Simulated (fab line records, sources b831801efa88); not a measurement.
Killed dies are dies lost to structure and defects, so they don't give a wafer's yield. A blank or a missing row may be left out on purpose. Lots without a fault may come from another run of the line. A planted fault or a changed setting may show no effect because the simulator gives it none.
A struck lot beside a sound one | flow sky130 | 32 steps out of a route of 708
Sound: wafers L201.1, L201.3, L201.5. Struck: wafers L215.1, L215.2, L215.6. The cause comes at the end.
At each step with rows: each side's tool, then ch and its chambers, then its first start. Under that, the readings that differ: sound wafers | struck wafers | difference of the means | sigmas: that difference in standard deviations of wafers without a fault.
alike: readings whose means differ by less than 2 such deviations, and words and numbers that are the same on both sides. not compared: withheld readings, readings that some wafer has no value for, bounds like >300 that may hide the same value, and numbers for which the record gives no deviation and whose values overlap.
The two part at a step that has a row with sigmas, a row that says differs or no value, or rows on one side only. Numbers that don't overlap but have no deviation are shown without sigmas and don't part them. A reading that every wafer of one side lacks parts them only if that side has two wafers or more.

first, 5 steps without rows for these wafers: SKY_METAL5_SOFTBAKE_10 (time 60 s); SKY_METAL5_EXPOSE_11 (exposes mask MM5, target cd 1600 nm); SKY_METAL5_PEB_12; SKY_METAL5_DEVELOP_13 (develop time 60 s); SKY_METAL5_DESCUM_14 (chemistry O2, time 11 s).
SKY_METAL5_METAL_ETCH_15: etches the open film in Cl2/BCl3, stops on SiO2, target depth 1260 nm, time 252 s.
  sound on rie_metal-02 ch 0,1, day 44 23:29; struck on rie_metal-03 ch 0,1, day 48 20:43
  alike: drypump_motor_current_A, oes_product_au, throttle_valve_pct
  not compared: rf_hours_counter_h
SKY_METAL5_STRIP_16: strips in O2/N2.
  sound on plasma_asher-03 ch 0,1, day 44 23:43; struck on plasma_asher-02 ch 0,1, day 48 20:58
  alike: drypump_motor_current_A, o2_flow_sccm, oes_product_au, strip_time_to_endpoint_s
  not compared: rf_hours_counter_h
then, 3 steps without rows for these wafers: SKY_METAL5_STRIP_17 (strips in post etch residue remover, time 1200 s); SKY_METAL5_CLEAN_18 (cleans in IPA, time 180 s); SKY_METAL5_CLEAN_19 (cleans in O3/DIW).
SKY_PASSIVATION_CVD_00: deposits SiO2, target thk 90 nm.
  sound on pecvd-01 ch 0,1,2, day 45 00:19; struck on pecvd-03 ch 0,1,2, day 48 21:35
  alike: heater_power_outer_w, heater_power_w
SKY_PASSIVATION_THK_MEAS_01:
  sound on film_metro-04, day 45 00:20; struck on film_metro-02, day 48 21:37
  alike: PASSIVATION_CVD_00_THK
SKY_PASSIVATION_CVD_02: deposits Si3N4, target thk 540 nm.
  sound on pecvd-02 ch 0,1,2, day 45 00:23; struck on pecvd-01 ch 0,2, day 48 21:40
  no value came back on the struck wafers for heater_power_outer_w (W), heater_power_w (W); on the sound wafers heater_power_outer_w (W) reads 488 553 462
then, 7 steps without rows for these wafers: SKY_PASSIVATION_DEHYDRATE_04 (time 60 s); SKY_PASSIVATION_HMDS_05 (prime time 60 s); SKY_PASSIVATION_COAT_06 (resist thk 3000 nm); SKY_PASSIVATION_SOFTBAKE_07; SKY_PASSIVATION_EXPOSE_08 (exposes mask NSM, target cd 3000 nm); SKY_PASSIVATION_PEB_09; SKY_PASSIVATION_DEVELOP_10 (develop time 60 s).
SKY_PASSIVATION_ETCH_11: etches the open film in CF4/O2, stops on AlCu, target depth 725 nm, time 161.1 s.
  sound on rie_diel-03 ch 1,2,3, day 45 21:35; struck on rie_diel-04 ch 0,3, day 49 15:29
  reading                                 | sound             | struck            | difference | sigmas
  oes_product_au (a.u.)                   | 0.971 0.966 0.965 | 0.998 0.988 0.989 | +0.024     | +3
  model.etch.depth_nm (nm)                | 692.7 687.1 695.8 | 725 725 725       | +33        |
  model.PASSIVATION.feature_depth_nm (nm) | 692.7 687.1 695.8 | 725 725 725       | +33        |
  alike: drypump_motor_current_A, throttle_valve_pct
  not compared: rf_hours_counter_h
SKY_PASSIVATION_STRIP_12: strips in O2/N2.
  sound on plasma_asher-01 ch 0,1, day 45 21:41; struck on plasma_asher-02 ch 0,1, day 49 15:35
  alike: drypump_motor_current_A, o2_flow_sccm, oes_product_au, strip_time_to_endpoint_s
  not compared: rf_hours_counter_h
then, 7 steps without rows for these wafers: SKY_PAD_OPEN_DEHYDRATE_00 (time 60 s); SKY_PAD_OPEN_HMDS_01 (prime time 60 s); SKY_PAD_OPEN_COAT_02 (resist thk 3000 nm); SKY_PAD_OPEN_SOFTBAKE_03; SKY_PAD_OPEN_EXPOSE_04 (exposes mask PDM, target cd 60000 nm); SKY_PAD_OPEN_PEB_05; SKY_PAD_OPEN_DEVELOP_06 (develop time 61.05 s).
SKY_PAD_OPEN_ETCH_07: etches the open film in CF4/O2, stops on AlCu, target depth 725 nm, time 161.1 s.
  sound on rie_diel-02 ch 0,3, day 46 18:56; struck on rie_diel-02 ch 1,3, day 50 07:37
  reading                              | sound             | struck            | difference | sigmas
  oes_product_au (a.u.)                | 0.965 0.968 0.974 | 0.987 0.986 0.999 | +0.022     | +3
  model.PAD_OPEN.feature_depth_nm (nm) | 692.7 687.1 695.8 | 725 725 725       | +33        |
  model.etch.depth_nm (nm)             | 692.7 687.1 695.8 | 725 725 725       | +33        |
  alike: drypump_motor_current_A, throttle_valve_pct
  not compared: rf_hours_counter_h
SKY_PAD_OPEN_STRIP_08: strips in O2/N2.
  sound on plasma_asher-03 ch 0,1, day 46 19:02; struck on plasma_asher-01 ch 0,1, day 50 07:43
  alike: drypump_motor_current_A, o2_flow_sccm, oes_product_au, strip_time_to_endpoint_s
  not compared: rf_hours_counter_h
SKY_PAD_OPEN_PROBE_99:
  sound on prober-01, day 46 21:26; struck on prober-01, day 50 09:56
  alike: defect_limited_yield, killed_at_M0_to_M3, killed_at_M4_up, killed_at_contacts, killed_at_front_end, killed_at_other, killed_dies, killed_open, killed_short, sort_bin_3_pad_short, sort_bin_5_function, sort_bin_6_memory, sort_n_pass, sort_yield_pct

WHERE THEY PART
First at SKY_PASSIVATION_CVD_02; last, within this record, at SKY_PAD_OPEN_ETCH_07. Later steps at which nothing parts them and some readings are alike: SKY_PAD_OPEN_STRIP_08, SKY_PAD_OPEN_PROBE_99.

WHY: what the simulator had put in
Skipped step whole: pecvd-01, from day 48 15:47 on, at SKY_PASSIVATION_CVD_02. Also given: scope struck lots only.
